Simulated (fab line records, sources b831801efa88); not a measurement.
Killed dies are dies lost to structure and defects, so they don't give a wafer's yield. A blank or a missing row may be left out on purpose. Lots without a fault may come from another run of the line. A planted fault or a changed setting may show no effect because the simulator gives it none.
Which tool did it? | flow gf180mcu | 6 lots, 18 wafers sampled, at 3 steps of a route of 602

WHAT THE GAUGES READ, wafer by wafer
GF_V2_THK_MEAS_01.
lot  | measured     | on            | V2_CVD_00_THK (nm)
L726 | day 20 03:02 | film_metro-04 | 594 606 613
L732 | day 22 12:20 | film_metro-02 | 606 621 600
L734 | day 23 06:54 | film_metro-04 | 598 601 604
L742 | day 25 15:46 | film_metro-02 | 601 612 613
L743 | day 25 23:52 | film_metro-02 | 585 593 595
L747 | day 26 22:11 | film_metro-04 | 600 603 600

WHICH TOOL RAN EACH LOT (tool, then ch and the chambers of the sampled wafers, then the start)
lot  | GF_CONTACT_STRIP_18                  | GF_CONTACT_SPUTTER_22
L726 | plasma_asher-01 ch 0,1, day 16 21:56 | pvd_sputter-02, day 16 22:13
L732 | plasma_asher-03 ch 0,1, day 19 07:29 | pvd_sputter-02, day 19 07:55
L734 | plasma_asher-01 ch 0,1, day 20 02:35 | pvd_sputter-02, day 20 02:53
L742 | plasma_asher-03 ch 0,1, day 22 16:11 | pvd_sputter-03, day 22 16:29
L743 | plasma_asher-04 ch 0,1, day 23 00:56 | pvd_sputter-02, day 23 01:14
L747 | plasma_asher-01 ch 0,1, day 24 00:46 | pvd_sputter-02, day 24 01:02
- GF_CONTACT_STRIP_18: strips in O2/N2.
- GF_CONTACT_SPUTTER_22: material Ti, target thk 15 nm, time 80.02 s.

THE ANSWER, worked out from the rows above alone
Rule: what is usual is taken from the lots themselves. Put in order of their means at a reading, lots are off if they are a third of the lots or fewer, leave a main group of 4 or more, and stand apart from it by a gap of 3 or more times the standard deviation of the main group's means; of several such gaps the widest counts. A main group whose means are all the same, to the digits that the tables above print for the reading, isn't used. A lot without any number at a reading at which 4 lots or more have one is off too. The other lots that the step has rows for count as sound.
No lot is off at any reading shown: from this, nothing can be told.

WHAT THE SIMULATOR HAD PUT IN
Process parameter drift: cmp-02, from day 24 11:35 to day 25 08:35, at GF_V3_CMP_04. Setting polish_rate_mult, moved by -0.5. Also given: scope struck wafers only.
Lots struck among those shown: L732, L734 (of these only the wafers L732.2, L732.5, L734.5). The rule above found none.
